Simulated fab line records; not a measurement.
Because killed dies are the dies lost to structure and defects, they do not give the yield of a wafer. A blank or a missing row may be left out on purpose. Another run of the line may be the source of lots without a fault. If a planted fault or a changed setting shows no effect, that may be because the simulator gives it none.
The same fault as seen by 2 desks -- flow gf180mcu -- each desk holds nothing but its own numbers, with what lay behind them at the end

DESK OF THE TOOL OWNER: pecvd-01
The tool's own readings at GF_V3_CVD_02 (deposits SiO2 from TEOS, target thk 850 nm, time 94.851 s): means of the sampled wafers that have a number, for each lot that ran on this tool. If a lot's mean is further than 4 standard deviations from the usual mean, the lot is out of limits and carries the mark OUT (the distance appears in the brackets).
Columns: A = heaterPowerW at GF_V3_CVD_02, usual 659 W; B = rfFwdPowerW at GF_V3_CVD_02, usual 596.8 W; C = susceptorTempC at GF_V3_CVD_02, usual 399.94 C
lot,first seen here,A,B,C
L166,day 21 12:19,589,597.5,400.28
L168,day 22 15:05,737,596.5,399.87
L169,day 23 01:32,632,565.2 (-16) OUT,399.85
L170,day 23 07:34,617,567.6 (-15) OUT,399.76
L181,day 26 23:55,578,595.9,399.89
L182,day 27 03:31,661,595.0,399.96
L183,day 27 10:29,608,598.4,400.02
L188,day 28 19:14,597,596.6,399.62
This desk finds L169, L170 out of limits, L169 being first, at day 23 01:32 (rfFwdPowerW at GF_V3_CVD_02). L166, L168, L181, L182, L183, L188: within limits.

FROM THE METROLOGY DESK
What the gauges read, lot by lot, whatever tool the lot ran on: means of the sampled wafers that have a number. If a lot's mean is further than 4 standard deviations from the usual mean, the lot is out of limits and carries the mark OUT (the distance appears in the brackets).
Columns: A = V3_CVD_02_THK at GF_V3_THK_MEAS_03, usual 852 nm
lot,first seen here,A
L165,day 21 07:26,853
L166,day 21 12:23,857
L168,day 22 15:10,860
L169,day 23 01:37,839
L170,day 23 07:39,840
L171,day 24 02:38,844
L181,day 26 23:59,850
L182,day 27 03:36,854
L183,day 27 10:33,862
L186,day 28 11:25,848
L187,day 28 15:52,855
L188,day 28 19:19,854
Finding of this desk: none of the 12 lots has anything out of limits.

PUT TOGETHER
The tool owner's desk could have raised an alarm at day 23 01:32, on L169, L170.
Nothing out of limits was seen by the metrology desk.
The metrology desk holds a record of L169, L170, inside its limits.
Every lot named ran GF_V3_CVD_02 on pecvd-01.

WHAT THE SIMULATOR HAD INSERTED
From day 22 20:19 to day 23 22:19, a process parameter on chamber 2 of pecvd-01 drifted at GF_V3_CVD_02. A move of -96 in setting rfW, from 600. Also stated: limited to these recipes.
Lots struck among those shown: L169, L170.
How many hours passed from the start of the fault until each desk's first out-of-limits reading: the tool owner's desk, 5.
